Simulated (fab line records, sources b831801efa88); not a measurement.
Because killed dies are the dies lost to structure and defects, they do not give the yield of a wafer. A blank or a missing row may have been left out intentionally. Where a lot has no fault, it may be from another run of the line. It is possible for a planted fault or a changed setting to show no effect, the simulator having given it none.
Which of the tools did it?    flow sky130    Sampling: 12 lots, 36 wafers, 5 of 708 route steps

== WHAT THE GAUGES READ, wafer by wafer ==
SKY_VT_ADJUST_PCH_OVL_MEAS_07. Usual: for VT_ADJUST_PCH_OVL the level is -0.3 nm and the standard deviation is 1.2.
lot   measured      on          VT_ADJUST_PCH_OVL (nm)  flag
L149  day 10 16:07  overlay-02  -2.9 -1.5 -0.4          
L151  day 11 04:43  overlay-02  0.8 0.8 1.3             
L154  day 12 10:26  overlay-01  1.5 0.3 -0.3            
L153  day 12 12:19  overlay-02  -0.6 1.2 -1.4           
L155  day 12 14:52  overlay-02  -0.1 0.6 0.3            
L163  day 14 19:25  overlay-02  -1.4 -0.9 0.2           
L166  day 15 17:01  overlay-02  0.0 0.5 -0.3            
L167  day 15 23:02  overlay-01  -0.7 -0.7 -0.4          
L168  day 16 10:46  overlay-01  0.6 0.5 1.1             
L169  day 16 17:10  overlay-01  -0.3 0.5 -0.2           
L171  day 17 09:43  overlay-01  1.7 -0.6 1.2            
L172  day 17 21:22  overlay-01  -0.1 -1.0 1.3           

SKY_LDD_HVN_OVL_MEAS_07. Usual: for LDD_HVN_OVL the level is 0.3 nm and the standard deviation is 1.3.
lot   measured      on          LDD_HVN_OVL (nm)  flag
L149  day 20 14:45  overlay-02  1.5 0.8 0.2       
L151  day 21 02:55  overlay-01  -0.5 0.2 0.4      
L154  day 22 21:55  overlay-01  0.3 0.4 0.4       
L153  day 22 21:17  overlay-02  -1.5 -0.9 -2.3    
L155  day 22 22:58  overlay-02  -0.1 0.6 -0.6     
L163  day 25 10:43  overlay-01  0.8 -0.7 -1.7     
L166  day 26 09:01  overlay-01  0.9 1.1 1.9       
L167  day 26 13:25  overlay-01  1.3 0.3 1.1       
L168  day 27 16:16  overlay-01  2.2 2.3 1.9       
L169  day 27 15:59  overlay-01  1.0 1.0 1.6       
L171  day 27 22:40  overlay-01  -0.7 -0.7 -0.4    
L172  day 28 09:46  overlay-01  -0.2 1.1 0.6      

== WHICH TOOL RAN EACH LOT (tool, then ch and the chambers of the sampled wafers, then the start) ==
lot   SKY_VT_ADJUST_LVTN_STRIP_20          SKY_POLY_GATE_ETCH_16              SKY_POLY_GATE_STRIP_18
L149  plasmaAsher-03 ch 0,1, day 7 22:58   rieDiel-04 ch 1,2,3, day 16 15:50  plasmaAsher-01 ch 0, day 16 15:59
L151  plasmaAsher-04 ch 0,1, day 8 10:59   rieDiel-02 ch 0,1,2, day 17 02:43  plasmaAsher-01 ch 0,1, day 17 02:53
L154  plasmaAsher-03 ch 0,1, day 9 14:10   rieDiel-03 ch 0,2,3, day 18 22:55  plasmaAsher-01 ch 0,1, day 18 23:07
L153  plasmaAsher-04 ch 0, day 9 15:43     rieDiel-02 ch 0,3, day 18 22:43    plasmaAsher-01 ch 0,1, day 18 22:52
L155  plasmaAsher-04 ch 0,1, day 9 17:37   rieDiel-02 ch 0,1,2, day 18 23:22  plasmaAsher-01 ch 0,1, day 18 23:31
L163  plasmaAsher-02 ch 0,1, day 11 15:23  rieDiel-04 ch 1,2,3, day 21 13:22  plasmaAsher-01 ch 0,1, day 21 13:32
L166  plasmaAsher-03 ch 0,1, day 12 11:49  rieDiel-04 ch 0,2,3, day 22 13:05  plasmaAsher-02 ch 0,1, day 22 13:14
L167  plasmaAsher-04 ch 0,1, day 12 16:32  rieDiel-02 ch 0,1,3, day 22 17:19  plasmaAsher-03 ch 0,1, day 22 17:30
L168  plasmaAsher-03 ch 0,1, day 13 03:04  rieDiel-03 ch 0,3, day 23 20:07    plasmaAsher-02 ch 0,1, day 23 20:16
L169  plasmaAsher-03 ch 0,1, day 13 08:22  rieDiel-04 ch 2,3, day 23 19:47    plasmaAsher-01 ch 0,1, day 23 19:56
L171  plasmaAsher-02 ch 0,1, day 13 23:23  rieDiel-03 ch 0,1,2, day 24 05:59  plasmaAsher-02 ch 0,1, day 24 06:08
L172  plasmaAsher-03 ch 0,1, day 14 09:22  rieDiel-03 ch 2,3, day 24 16:37    plasmaAsher-03 ch 0,1, day 24 16:47
- SKY_VT_ADJUST_LVTN_STRIP_20: strips in O2/N2.
- SKY_POLY_GATE_ETCH_16: etches Si3N4 in CH3F/O2, stops on poly-Si, time 147.5 s, target depth 75 nm.
- SKY_POLY_GATE_STRIP_18: strips in O2/N2.

== WHAT THE TOOLS THEMSELVES READ (means of the sampled wafers that have a number; where no wafer has one, the mark that the record gives instead) ==
SKY_VT_ADJUST_LVTN_STRIP_20. Usual: drypumpMotorCurrentA 5.4 A, standard deviation 0.48; oesProductAu 0.716 a.u., standard deviation 0.0043; stripTimeToEndpointS 14.19 s, standard deviation 0.036.
lot   tool            drypumpMotorCurrentA (A)  oesProductAu (a.u.)  stripTimeToEndpointS (s)  flag
L149  plasmaAsher-03  5.2                       0.714                14.20                     
L151  plasmaAsher-04  5.3                       0.720                14.19                     
L154  plasmaAsher-03  5.2                       0.717                14.22                     
L153  plasmaAsher-04  6.0                       0.717                14.22                     
L155  plasmaAsher-04  5.7                       0.715                14.18                     
L163  plasmaAsher-02  5.4                       0.715                14.17                     
L166  plasmaAsher-03  5.2                       0.715                14.15                     
L167  plasmaAsher-04  5.6                       0.716                14.24                     
L168  plasmaAsher-03  5.2                       0.712                14.14                     
L169  plasmaAsher-03  5.2                       0.717                14.19                     
L171  plasmaAsher-02  5.5                       0.714                14.21                     
L172  plasmaAsher-03  5.6                       0.713                14.14                     

SKY_POLY_GATE_ETCH_16. Usual: drypumpMotorCurrentA 5.7 A, standard deviation 0.56; oesProductAu 0.640 a.u., standard deviation 0.005; throttleValvePct 10.534 %, standard deviation 0.0088.
lot   tool        drypumpMotorCurrentA (A)  oesProductAu (a.u.)  throttleValvePct (%)  flag
L149  rieDiel-04  5.9                       0.640                10.533                
L151  rieDiel-02  5.6                       0.641                10.529                
L154  rieDiel-03  5.7                       0.639                10.532                
L153  rieDiel-02  5.7                       0.639                10.531                
L155  rieDiel-02  5.7                       0.641                10.533                
L163  rieDiel-04  5.9                       0.635                10.542                
L166  rieDiel-04  5.7                       0.644                10.537                
L167  rieDiel-02  5.8                       0.643                10.541                
L168  rieDiel-03  5.1                       0.640                10.534                
L169  rieDiel-04  6.1                       0.637                10.537                
L171  rieDiel-03  5.9                       0.644                10.542                
L172  rieDiel-03  5.3                       0.646                10.531                

SKY_POLY_GATE_STRIP_18. Usual: drypumpMotorCurrentA 5.7 A, standard deviation 0.52; oesProductAu 0.361 a.u., standard deviation 0.0047; stripTimeToEndpointS 3.160 s, standard deviation 0.027.
lot   tool            drypumpMotorCurrentA (A)  oesProductAu (a.u.)  stripTimeToEndpointS (s)  flag
L149  plasmaAsher-01  6.5                       0.355                3.153                     
L151  plasmaAsher-01  6.4                       0.366                3.222                     
L154  plasmaAsher-01  6.4                       0.361                3.166                     
L153  plasmaAsher-01  6.2                       0.352                2.981                     OFF
L155  plasmaAsher-01  6.4                       0.355                3.029                     OFF
L163  plasmaAsher-01  6.2                       0.364                3.146                     
L166  plasmaAsher-02  5.5                       0.365                3.173                     
L167  plasmaAsher-03  5.2                       0.362                3.144                     
L168  plasmaAsher-02  5.4                       0.357                3.173                     
L169  plasmaAsher-01  6.4                       0.358                3.150                     
L171  plasmaAsher-02  5.6                       0.358                3.116                     
L172  plasmaAsher-03  5.2                       0.359                3.158                     

== THE ANSWER, worked out from the rows above alone ==
Rule: a lot counts as off when the mean over its wafers that have a number is more than 3 standard deviations away from the usual mean. Also off: a lot with no number at a reading for which 4 or more lots have one. All remaining lots with rows at the step are treated as sound. First the gauges in route order, then the tools' own readings, where a lot's mean is used as printed above. The first step at which some lot is off is used, and at that step the reading that is off furthest; a lot without a number counts as furthest.
Off, at SKY_POLY_GATE_STRIP_18 on stripTimeToEndpointS: L153, L155.
If a tool, at that step or one of the process steps before it, ran each lot that is off and ran no sound lot following the first of them, it fits. Of those tried, none fits.

== WHAT THE SIMULATOR HAD INSERTED ==
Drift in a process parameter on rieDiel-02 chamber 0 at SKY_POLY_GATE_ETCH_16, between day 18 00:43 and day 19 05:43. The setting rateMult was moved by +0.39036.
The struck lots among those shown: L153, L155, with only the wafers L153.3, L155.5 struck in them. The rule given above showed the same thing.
